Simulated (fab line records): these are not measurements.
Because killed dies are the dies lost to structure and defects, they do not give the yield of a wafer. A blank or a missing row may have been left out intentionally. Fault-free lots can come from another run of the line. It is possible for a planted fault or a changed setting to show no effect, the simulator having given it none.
fab line records	flow sky130
record lots=15	wafers=44	last_day=50
route steps=708 shown GATE_OXIDE@188 LI_CONTACT@384 CONTACT@421
lots untouched by any fault: they come from a run of this same line in which no faults occurred
start_h: hours from the record's first day to the start of the lot's first wafer shown	wait_h: hours from the lot's prior step to this one	" same as the row above	L1.1+2: one row covering several wafers at once	- no value, or no start was given	* or withheld: withheld	< > ~ a bound
route shown NAME@n: names a module that has steps shown in the file, with the first one's number in the route	usual: mean/standard deviation taken from wafers without a fault	same: alike in all rows	chamber/n: place in a boat	sites: per-site readings	_std_site: standard deviation of those values	_edge_site: the outer-site mean with the inner-site mean subtracted	radius_mm: for every site, how far away it sits from the centre of the wafer	mask NAME#n: copy n	behind: the most recent tool/chamber to have shaped the wafer	hold: what put the lot on hold/how long, in hours/how the hold closed	device: which transistor (n, p or np) failed to switch	end of line: at the end of the route, the tests of the same wafers	step lacking rows: just its recipe	killed: at the first sort, the dies lost to defects and structure; wafer yield is something else	map: dies across one wafer; x = killed, . = not, _ = none there
set.NAME: the setting that was run; set.NAME@STEP: the one run at that earlier step	model.NAME: the simulator's own value behind a step, which no gauge read
route steps across a sampled set of lots; one table per step, one row per wafer
services: when a tool's chamber went out of use (start_h, in hours from the record's first day, below 0 if earlier), for how many hours, and the reason
## steps
# step SKY_GATE_OXIDE_OXIDATION_01
# recipe temp_c=900	ambient=O2	stabilise_s=600	purge_s=300	target_thk_a=102.68	ox_time_s=1473
# usual spike_tc_top_C=913.9/1.3
lot.wafer	tool	chamber	start_h	wait_h	spike_tc_top_C
L235.2	furnace-02	0	283.68	2.4	915.1
L235.4	"	0	"	"	913.4
L235.5	"	0	"	"	911.6
L236.3	furnace-02	0	289.15	0.0	915.1
L236.4	"	0	"	"	912.7
L236.6	"	0	"	"	912.3
L237.2	furnace-02	0	297.36	0.0	915.1
L237.3	"	0	"	"	912.6
L237.4	"	0	"	"	911.1
L240.1	furnace-01	0	329.81	4.4	915.1
L240.2	"	0	"	"	913.2
L240.4	"	0	"	"	914.2
L244.1	furnace-02	0	388.54	1.2	913.6
L244.2	"	0	"	"	913.2
L244.6	"	0	"	"	914.2
L245.1	furnace-02	0	388.54	2.9	913.6
L245.3	"	0	"	"	914.1
L245.4	"	0	"	"	912.7
L246.4	furnace-01	0	392.74	1.5	914.6
L246.6	"	0	"	"	916.4
L247.1	furnace-01	0	392.74	0.4	915.3
L247.5	"	0	"	"	915.3
L247.6	"	0	"	"	913.2
L248.1	furnace-02	0	402.37	0.7	911.5
L248.2	"	0	"	"	914.4
L248.4	"	0	"	"	912.2
L250.3	furnace-01	0	411.74	1.0	917.2
L250.5	"	0	"	"	915.1
L250.6	"	0	"	"	915.1
L252.1	furnace-01	0	428.96	1.1	914.6
L252.4	"	0	"	"	913.6
L252.5	"	0	"	"	912.9
L253.4	furnace-01	0	436.89	0.0	914.8
L253.5	"	0	"	"	914.6
L253.6	"	0	"	"	913.6
L255.1	furnace-01	0	448.92	0.3	914.2
L255.4	"	0	"	"	914.8
L255.6	"	0	"	"	914.3
L256.2	furnace-01	0	453.58	0.0	914.5
L256.4	"	0	"	"	914.6
L256.5	"	0	"	"	915.1
L257.1	furnace-01	0	469.94	0.5	911.4
L257.2	"	0	"	"	915.6
L257.3	"	0	"	"	915.0
# step SKY_GATE_OXIDE_THK_MEAS_02
# recipe reads=SiO2_of_GATE_OXIDE_OXIDATION_01
# usual GATE_OXIDE_OXIDATION_00_THK=10.27/0.2
lot.wafer	tool	chamber	start_h	wait_h	hold	GATE_OXIDE_OXIDATION_00_THK[nm]
L235.2	film_metro-04	-	285.10	0.0	-	10.38
L235.4	"	-	"	"	-	10.62
L235.5	"	-	"	"	-	10.49
L236.3	film_metro-01	-	290.58	0.0	-	10.33
L236.4	"	-	"	"	-	10.38
L236.6	"	-	"	"	-	10.41
L237.2	film_metro-01	-	298.78	0.0	-	9.85
L237.3	"	-	"	"	-	10.02
L237.4	"	-	"	"	-	10.19
L240.1	film_metro-01	-	331.22	0.0	-	10.43
L240.2	"	-	"	"	-	10.67
L240.4	"	-	"	"	-	10.66
L244.1	film_metro-01	-	389.95	0.0	await_dispo/0.2h/release	9.34
L244.2	"	-	"	"	await_dispo/0.2h/release	9.33
L244.6	"	-	"	"	await_dispo/0.2h/release	9.42
L244.1	film_metro-01	-	390.17	0.2	-	9.38
L244.2	"	-	"	"	-	9.34
L244.6	"	-	"	"	-	9.37
L245.1	film_metro-04	-	389.95	0.0	await_dispo/0.2h/release	9.41
L245.3	"	-	"	"	await_dispo/0.2h/release	9.37
L245.4	"	-	"	"	await_dispo/0.2h/release	9.46
L245.1	film_metro-04	-	390.17	0.2	-	9.44
L245.3	"	-	"	"	-	9.40
L245.4	"	-	"	"	-	9.33
L247.1	film_metro-01	-	394.15	0.0	-	10.40
L247.5	"	-	"	"	-	10.27
L247.6	"	-	"	"	-	10.38
L246.4	film_metro-04	-	394.18	0.0	-	10.55
L246.6	"	-	"	"	-	10.48
L248.1	film_metro-04	-	403.78	0.0	await_dispo/0.2h/release	9.56
L248.2	"	-	"	"	await_dispo/0.2h/release	9.36
L248.4	"	-	"	"	await_dispo/0.2h/release	9.58
L248.1	film_metro-04	-	404.01	0.2	-	9.52
L248.2	"	-	"	"	-	9.43
L248.4	"	-	"	"	-	9.59
L250.3	film_metro-01	-	413.17	0.0	-	10.29
L250.5	"	-	"	"	-	10.27
L250.6	"	-	"	"	-	10.39
L252.1	film_metro-04	-	430.37	0.0	-	10.11
L252.4	"	-	"	"	-	10.31
L252.5	"	-	"	"	-	10.12
L253.4	film_metro-02	-	438.32	0.0	-	9.96
L253.5	"	-	"	"	-	10.23
L253.6	"	-	"	"	-	10.21
L255.1	film_metro-04	-	450.33	0.0	-	10.21
L255.4	"	-	"	"	-	10.00
L255.6	"	-	"	"	-	10.27
L256.2	film_metro-01	-	455.00	0.0	-	10.04
L256.4	"	-	"	"	-	9.99
L256.5	"	-	"	"	-	10.16
L257.1	film_metro-01	-	471.35	0.0	-	10.31
L257.2	"	-	"	"	-	10.11
L257.3	"	-	"	"	-	10.12
# step SKY_LI_CONTACT_RS_MEAS_22
# recipe thk_meas_gauge=four-point-probe	reads=W_of_LI_CONTACT_CVD_21+TiN_of_LI_CONTACT_SPUTTER_20+Ti_of_LI_CONTACT_SPUTTER_19
# usual LI_CONTACT_W_RS=0.283/0.0055
lot.wafer	tool	chamber	start_h	wait_h	LI_CONTACT_W_RS[ohm/sq]
L235.2	film_metro-04	-	676.03	0.1	0.286
L235.4	"	-	"	"	0.283
L235.5	"	-	"	"	0.284
L236.3	film_metro-04	-	687.28	0.1	0.279
L236.4	"	-	"	"	0.289
L236.6	"	-	"	"	0.291
L237.2	film_metro-04	-	695.91	0.1	0.285
L237.3	"	-	"	"	0.282
L237.4	"	-	"	"	0.288
L240.1	film_metro-02	-	736.31	0.1	0.276
L240.2	"	-	"	"	0.290
L240.4	"	-	"	"	0.289
L244.1	film_metro-02	-	779.89	0.1	0.276
L244.2	"	-	"	"	0.288
L244.6	"	-	"	"	0.279
L245.1	film_metro-02	-	781.35	0.1	0.280
L245.3	"	-	"	"	0.282
L245.4	"	-	"	"	0.287
L246.4	film_metro-04	-	785.32	0.1	0.285
L246.6	"	-	"	"	0.290
L247.1	film_metro-02	-	785.93	0.1	0.286
L247.5	"	-	"	"	0.273
L247.6	"	-	"	"	0.288
L248.1	film_metro-04	-	792.85	0.1	0.287
L248.2	"	-	"	"	0.276
L248.4	"	-	"	"	0.287
L250.3	film_metro-04	-	798.76	0.1	0.289
L250.5	"	-	"	"	0.289
L250.6	"	-	"	"	0.284
L252.1	film_metro-04	-	816.16	0.1	0.287
L252.4	"	-	"	"	0.286
L252.5	"	-	"	"	0.284
L253.4	film_metro-02	-	822.32	0.1	0.286
L253.5	"	-	"	"	0.288
L253.6	"	-	"	"	0.281
L255.1	film_metro-02	-	833.63	0.1	0.276
L255.4	"	-	"	"	0.284
L255.6	"	-	"	"	0.282
L256.2	film_metro-04	-	837.75	0.1	0.276
L256.4	"	-	"	"	0.279
L256.5	"	-	"	"	0.289
L257.1	film_metro-04	-	850.08	0.1	0.282
L257.2	"	-	"	"	0.284
L257.3	"	-	"	"	0.282
# step SKY_CONTACT_OVL_MEAS_15
# usual CONTACT_OVL=-2/5.5
lot.wafer	tool	chamber	start_h	wait_h	CONTACT_OVL[nm]
L235.2	overlay-02	-	733.91	0.1	1
L235.4	"	-	"	"	0
L235.5	"	-	"	"	5
L236.3	overlay-02	-	744.39	0.1	-10
L236.4	"	-	"	"	-8
L236.6	"	-	"	"	-19
L237.2	overlay-01	-	752.03	0.1	8
L237.3	"	-	"	"	-6
L237.4	"	-	"	"	1
L240.1	overlay-02	-	790.82	0.1	2
L240.2	"	-	"	"	-4
L240.4	"	-	"	"	0
L244.1	overlay-01	-	835.20	0.1	-8
L244.2	"	-	"	"	-9
L244.6	"	-	"	"	-2
L245.1	overlay-02	-	836.95	0.1	2
L245.3	"	-	"	"	-4
L245.4	"	-	"	"	-2
L246.4	overlay-01	-	839.74	0.1	3
L246.6	"	-	"	"	2
L247.1	overlay-02	-	841.15	0.1	-11
L247.5	"	-	"	"	-10
L247.6	"	-	"	"	-1
L248.1	overlay-01	-	847.51	0.1	4
L248.2	"	-	"	"	1
L248.4	"	-	"	"	0
L250.3	overlay-01	-	854.36	0.1	-1
L250.5	"	-	"	"	3
L250.6	"	-	"	"	-5
L252.1	overlay-01	-	870.78	0.1	-8
L252.4	"	-	"	"	-11
L252.5	"	-	"	"	-3
L253.4	overlay-01	-	875.87	0.1	-2
L253.5	"	-	"	"	-5
L253.6	"	-	"	"	7
L255.1	overlay-01	-	888.85	0.1	-3
L255.4	"	-	"	"	-10
L255.6	"	-	"	"	-3
L256.2	overlay-02	-	891.48	0.1	4
L256.4	"	-	"	"	-6
L256.5	"	-	"	"	5
L257.1	overlay-01	-	904.11	0.1	5
L257.2	"	-	"	"	-3
L257.3	"	-	"	"	10
# step SKY_CONTACT_CVD_24
# recipe material=W	target_thk_nm=340	time_s=102.12	temp_c=400	pressure_torr=40
# usual heater_power_outer_w=549/46	heater_power_w=856/61
lot.wafer	tool	chamber	start_h	wait_h	heater_power_outer_w	heater_power_w
L235.2	cvd_w-02	1	734.73	0.0	632	959
L235.4	"	0	"	"	494	806
L235.5	"	1	"	"	639	971
L236.3	cvd_w-02	0	745.23	0.1	503	768
L236.4	"	1	"	"	621	962
L236.6	"	0	"	"	503	806
L237.2	cvd_w-01	0	752.86	0.0	538	852
L237.3	"	1	"	"	533	841
L237.4	"	0	"	"	541	863
L240.1	cvd_w-02	1	791.73	0.0	626	940
L240.2	"	0	"	"	502	809
L240.4	"	0	"	"	513	793
L244.1	cvd_w-02	0	836.02	0.0	501	776
L244.2	"	1	"	"	631	948
L244.6	"	1	"	"	632	979
L245.1	cvd_w-02	1	837.77	0.0	636	951
L245.3	"	1	"	"	632	954
L245.4	"	0	"	"	510	818
L246.4	cvd_w-01	1	840.58	0.0	520	814
L246.6	"	0	"	"	548	851
L247.1	cvd_w-02	1	841.97	0.0	626	980
L247.5	"	1	"	"	629	966
L247.6	"	0	"	"	507	802
L248.1	cvd_w-01	0	848.33	0.0	542	865
L248.2	"	1	"	"	520	828
L248.4	"	1	"	"	528	813
L250.3	cvd_w-02	0	855.21	0.1	492	788
L250.5	"	1	"	"	630	944
L250.6	"	0	"	"	490	783
L252.1	cvd_w-01	1	871.64	0.0	515	826
L252.4	"	0	"	"	531	857
L252.5	"	0	"	"	545	849
L253.4	cvd_w-02	0	876.73	0.1	515	784
L253.5	"	1	"	"	649	970
L253.6	"	0	"	"	495	793
L255.1	cvd_w-01	0	889.67	0.0	548	827
L255.4	"	0	"	"	553	834
L255.6	"	0	"	"	544	850
L256.2	cvd_w-01	0	892.30	0.0	556	857
L256.4	"	1	"	"	542	842
L256.5	"	0	"	"	533	840
L257.1	cvd_w-01	0	904.94	0.0	549	854
L257.2	"	1	"	"	531	828
L257.3	"	1	"	"	541	839
## services
tool	chamber	start_h	hours	kind
cvd_w-02	0	275.07	4.6	repair
furnace-01	-	279.93	1.8	repair
furnace-01	-	307.60	4.0	pm
cvd_w-02	-	326.16	14.6	pm
cvd_w-01	-	341.23	0.7	repair
cvd_w-02	-	370.32	0.6	repair
furnace-01	-	384.64	5.1	pm
cvd_w-01	-	390.00	14.0	pm
cvd_w-01	0	402.87	7.5	repair
cvd_w-02	-	442.62	6.9	pm
cvd_w-02	-	526.43	2.5	repair
cvd_w-02	1	549.44	3.3	repair
furnace-01	-	552.22	3.5	pm
furnace-01	-	580.29	6.2	repair
furnace-01	-	589.48	3.2	pm
cvd_w-02	-	598.57	0.6	repair
cvd_w-02	0	690.57	4.5	repair
furnace-01	-	720.38	3.4	pm
cvd_w-02	-	794.27	1.0	repair
cvd_w-02	-	829.14	3.8	pm
furnace-01	-	870.39	4.0	pm
cvd_w-02	-	884.72	1.4	repair
furnace-01	-	887.59	3.8	pm
cvd_w-02	-	904.00	14.0	pm
## key
first_sign step=SKY_GATE_OXIDE_THK_MEAS_02	reading=visit	direction=added
effect step=SKY_GATE_OXIDE_THK_MEAS_02	reading=GATE_OXIDE_OXIDATION_00_THK	direction=down	sigmas=4.3	usual=10.27	struck=9.42
met_at SKY_GATE_OXIDE_OXIDATION_01
struck_lots L244,L245,L248
sort_left_out L245.1,L245.3,L245.4
tester_left_out L244,L245,L248
not_acting_at SKY_LI_CONTACT_RS_MEAS_22,SKY_CONTACT_OVL_MEAS_15,SKY_CONTACT_CVD_24
onset_between 297.36 388.54
fault kind=process_parameter_drift	tool=furnace-02	chamber=-	onset_h=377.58	steps=SKY_GATE_OXIDE_OXIDATION_01	channel=ox_time_s	offset=*	shape=step	end_h=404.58	acts_in=*	stated=*
# tester_left_out: of these lots the tester's yield and bins aren't shown, on N5 and GAA mostly nor the transistor test; their killed dies are dies lost to structure and defects alone, not to doping, threshold or leakage, so they don't give the yield
# sort_left_out: the simulated sort isn't trusted on such a fault, so these wafers' sort isn't shown, and their yield isn't known
